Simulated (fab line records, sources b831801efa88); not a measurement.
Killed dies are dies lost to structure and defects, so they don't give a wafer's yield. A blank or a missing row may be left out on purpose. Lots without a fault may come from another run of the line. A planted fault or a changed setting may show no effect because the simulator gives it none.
One fault seen from 2 desks | flow gf180mcu | each desk has only its own numbers; what lay behind them comes last

THE METROLOGY DESK
What the gauges read, lot by lot, whatever tool the lot ran on: means of the sampled wafers that have a number. A lot is out of limits, marked OUT, if its mean lies more than 4 standard deviations from the usual mean; the brackets give that distance.
Columns: A = V5_CVD_02_THK at GF_V5_THK_MEAS_03, usual 1448 nm; B = V5_W_RS at GF_V5_RS_MEAS_24, usual 0.324 ohm/sq; C = PASSIVATION_CVD_02_THK at GF_PASSIVATION_THK_MEAS_03, usual 701 nm
lot  | first seen here | A    | B     | C
L238 | day 26 06:19    | 1439 | 0.316 | 700
L239 | day 26 17:19    | 1444 | 0.320 | 698
L241 | day 27 09:04    | 1431 | 0.329 | 693
L242 | day 27 19:14    | 1449 | 0.328 | 699
L244 | day 28 05:23    | 1440 | 0.327 | 708
L245 | day 28 11:11    | 1443 | 0.319 | 705
L246 | day 29 04:19    | 1444 | 0.318 | 705
L247 | day 29 06:41    | 1458 | 0.322 | 704
L251 | day 30 11:11    | 1451 | 0.326 | 705
L252 | day 30 16:19    | 1452 | 0.333 | 697
L256 | day 31 15:11    | 1429 | 0.325 | 705
L257 | day 32 01:39    | 1464 | 0.312 | 700
L258 | day 32 05:26    | 1428 | 0.321 | 697
L259 | day 32 10:44    | 1466 | 0.327 | 707
This desk's finding: nothing out of limits on any of the 14 lots.

THE TOOL OWNER'S DESK: cvd_w-01
The tool's own readings at GF_V4_CVD_23 (deposits W, target thk 350 nm, time 104.9 s): means of the sampled wafers that have a number, for each lot that ran on this tool. A lot is out of limits, marked OUT, if its mean lies more than 4 standard deviations from the usual mean; the brackets give that distance.
Columns: A = heater_power_w at GF_V4_CVD_23, usual 854 W; B = susceptor_temp_C at GF_V4_CVD_23, usual 400.03 C
lot  | first seen here | A   | B
L238 | day 24 09:32    | 723 | 399.89
L239 | day 24 21:09    | 714 | 399.93
L241 | day 25 13:17    | 746 | 400.02
L244 | day 26 10:07    | 756 | 400.10
L245 | day 26 17:20    | 714 | 400.04
L247 | day 27 13:35    | 765 | 400.04
L251 | day 28 18:10    | 769 | 399.84
L256 | day 30 01:58    | 726 | 399.92
L257 | day 30 11:27    | 719 | 399.86
This desk's finding: nothing out of limits on any of the 9 lots.

PUT TOGETHER
The metrology desk saw nothing out of limits.
The tool owner's desk saw nothing out of limits.

WHAT THE SIMULATOR HAD PUT IN
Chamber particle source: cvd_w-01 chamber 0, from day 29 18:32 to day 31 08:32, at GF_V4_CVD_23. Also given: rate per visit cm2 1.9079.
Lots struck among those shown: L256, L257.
